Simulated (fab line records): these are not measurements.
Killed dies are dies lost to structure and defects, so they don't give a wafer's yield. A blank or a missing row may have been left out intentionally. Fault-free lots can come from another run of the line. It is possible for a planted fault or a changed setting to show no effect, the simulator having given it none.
Which tool is to blame?	flow gf180mcu	36 wafers from 12 lots sampled at 5 of the route's 602 steps

## WHAT THE GAUGES SHOWED, per wafer
GF_LVPWELL_TW_MEAS_11. Usual: for LVPWELL_TW the level is 557 and the standard deviation is 3.9.
lot	measured	on	LVPWELL_TW	flag
L981	day 3 19:55	film metro-02	561 561 562	
L983	day 4 09:50	film metro-01	556 556 558	
L984	day 4 14:44	film metro-03	557 557 556	
L988	day 5 13:47	film metro-03	560 565 560	
L990	day 5 22:29	film metro-01	558 554 553	
L991	day 6 06:05	film metro-01	552 553 551	
L993	day 6 15:35	film metro-02	560 564 563	
L995	day 7 04:06	film metro-01	533 531 532	OFF
L996	day 7 08:51	film metro-01	528 528 528	OFF
L102	day 8 18:47	film metro-01	556 555 554	
L103	day 9 03:22	film metro-01	558 556 553	
L104	day 9 05:20	film metro-02	557 554 559	

GF_VT_IMPLANT_RS_MEAS_48: measurement is done with a four-point probe. Usual: for LVPWELL_RS the level is 1195 ohm/sq and the standard deviation is 3.1.
lot	measured	on	LVPWELL_RS (ohm/sq)	flag
L981	day 7 12:29	film metro-01	1202 1199 1198	
L983	day 8 05:21	film metro-03	1195 1195 1194	
L984	day 8 10:44	film metro-03	1198 1194 1196	
L988	day 9 13:12	film metro-03	1193 1192 1193	
L990	day 10 01:11	film metro-01	1194 1194 1192	
L991	day 10 10:09	film metro-03	1189 1189 1193	
L993	day 10 21:03	film metro-01	1194 1191 1190	
L995	day 11 11:08	film metro-02	1364 1356 1358	OFF
L996	day 11 16:47	film metro-02	1362 1362 1363	OFF
L102	day 13 12:16	film metro-01	1195 1194 1199	
L103	day 13 22:04	film metro-02	1197 1193 1195	
L104	day 13 23:17	film metro-01	1193 1189 1192	

GF_M1_CD_MEAS_14: target cd 230 nm. Usual: cd nm at 230.2 nm, with a standard deviation of 1.2.
lot	measured	on	cd nm (nm)	flag
L981	day 17 02:48	cd sem-02	230.2 229.7 229.6	
L983	day 17 23:07	cd sem-01	230.3 230.4 230.6	
L984	day 18 07:07	cd sem-01	229.4 230.7 232.4	
L988	day 20 05:35	cd sem-02	231.5 229.5 228.9	
L990	day 20 16:11	cd sem-02	229.8 229.5 229.1	
L991	day 21 05:07	cd sem-01	231.1 230.4 230.0	
L993	day 21 19:01	cd sem-02	230.6 230.2 229.9	
L995	day 22 12:01	cd sem-01	229.2 229.6 229.4	
L996	day 22 15:42	cd sem-01	227.9 227.7 227.7	
L102	day 24 16:19	cd sem-01	228.2 229.0 230.3	
L103	day 24 23:49	cd sem-01	229.8 231.1 230.9	
L104	day 25 06:03	cd sem-01	230.1 229.1 229.2	

## WHAT TOOL EACH LOT RAN ON (gives the tool, then ch and the chambers of the sampled wafers, and finally the start)
lot	GF_LVPWELL_IMPLANT_09	GF_CONTACT_CVD_24
L981	implanter-02 ch 0, day 3 19:41	cvd w-01 ch 0,1, day 16 04:19
L983	implanter-01 ch 0, day 4 09:37	cvd w-02 ch 0,1, day 16 22:49
L984	implanter-04 ch 0, day 4 14:30	cvd w-01 ch 0,1, day 17 07:17
L988	implanter-02 ch 0, day 5 13:33	cvd w-01 ch 0,1, day 19 04:10
L990	implanter-04 ch 0, day 5 22:14	cvd w-02 ch 0,1, day 19 15:08
L991	implanter-04 ch 0, day 6 05:50	cvd w-02 ch 1, day 20 03:46
L993	implanter-01 ch 0, day 6 15:22	cvd w-02 ch 1, day 20 18:20
L995	implanter-04 ch 0, day 7 03:51	cvd w-01 ch 0,1, day 21 11:25
L996	implanter-04 ch 0, day 7 08:38	cvd w-02 ch 0,1, day 21 15:00
L102	implanter-01 ch 0, day 8 18:33	cvd w-01 ch 1, day 23 16:56
L103	implanter-02 ch 0, day 9 03:08	cvd w-01 ch 0,1, day 24 00:35
L104	implanter-01 ch 0, day 9 05:05	cvd w-02 ch 1, day 24 07:02
- GF_LVPWELL_IMPLANT_09
- GF_CONTACT_CVD_24: deposits W, target thk 300 nm, time 90.339 s.

## AS READ BY THE TOOLS THEMSELVES (means over the sampled wafers that have a number; for cases with no such wafer, the mark the record gives instead)
GF_LVPWELL_IMPLANT_09. Usual: beam energy keV 58.360, standard deviation 0.017; dose ions cm2 5e+12, standard deviation 5.4e+09; faraday current uA 28.2, standard deviation 0.55.
lot	tool	beam energy keV	dose ions cm2	faraday current uA	flag
L981	implanter-02	58.346	5e+12	28.4	
L983	implanter-01	58.367	5e+12	28.3	
L984	implanter-04	58.362	5e+12	28.2	
L988	implanter-02	58.362	5e+12	27.9	
L990	implanter-04	58.349	5e+12	28.5	
L991	implanter-04	58.344	5e+12	28.2	
L993	implanter-01	58.367	5e+12	28.0	
L995	implanter-04	58.361	2e+12	11.5	OFF
L996	implanter-04	58.338	2e+12	11.5	OFF
L102	implanter-01	58.362	5e+12	28.7	
L103	implanter-02	58.376	5e+12	28.6	
L104	implanter-01	58.352	5e+12	28.3	

GF_CONTACT_CVD_24. Usual: heater power w at 823 W, with a standard deviation of 67.
lot	tool	heater power w (W)	flag
L981	cvd w-01	888	
L983	cvd w-02	810	
L984	cvd w-01	831	
L988	cvd w-01	850	
L990	cvd w-02	756	
L991	cvd w-02	776	
L993	cvd w-02	762	
L995	cvd w-01	851	
L996	cvd w-02	761	
L102	cvd w-01	917	
L103	cvd w-01	851	
L104	cvd w-02	765	

## THE ANSWER, worked out from the rows above alone
Rule: a lot is off if the mean of its wafers that have a number lies more than 3 standard deviations from the usual mean. A lot without any number at a reading at which 4 lots or more have one is off too. The other lots that the step has rows for count as sound. The gauges are gone through in route order, then the tools' own readings, and for those a lot's mean is taken as printed above. The first step at which some lot is off is used, and at that step the reading that is off furthest; a lot without a number counts as furthest.
Off: at GF_LVPWELL_TW_MEAS_11 (LVPWELL_TW), L995, L996.
A tool fits if, at a process step before that reading, it ran every lot that is off, and no sound lot after the first of them. Not tried: the gauges at GF_LVPWELL_TW_MEAS_11; whatever is off there is also off at GF_VT_IMPLANT_RS_MEAS_48, on other tools, and gauge error can't account for it. One fits: GF_LVPWELL_IMPLANT_09 on implanter-04. A fault onset in the window from L991 (day 6 05:50, its last sound lot) to L995 (day 7 03:51, its first lot off) fits.
The tool's own readings at GF_LVPWELL_IMPLANT_09 bear it out: on the lots that are off they differ by more than 5 times the standard deviation of the sound lots' means. dose ions cm2 reads 2e+12 there against 5e+12 on the sound lots; faraday current uA reads 11.5 there against 28.3 on the sound lots.

## WHAT THE SIMULATOR HAD INSERTED
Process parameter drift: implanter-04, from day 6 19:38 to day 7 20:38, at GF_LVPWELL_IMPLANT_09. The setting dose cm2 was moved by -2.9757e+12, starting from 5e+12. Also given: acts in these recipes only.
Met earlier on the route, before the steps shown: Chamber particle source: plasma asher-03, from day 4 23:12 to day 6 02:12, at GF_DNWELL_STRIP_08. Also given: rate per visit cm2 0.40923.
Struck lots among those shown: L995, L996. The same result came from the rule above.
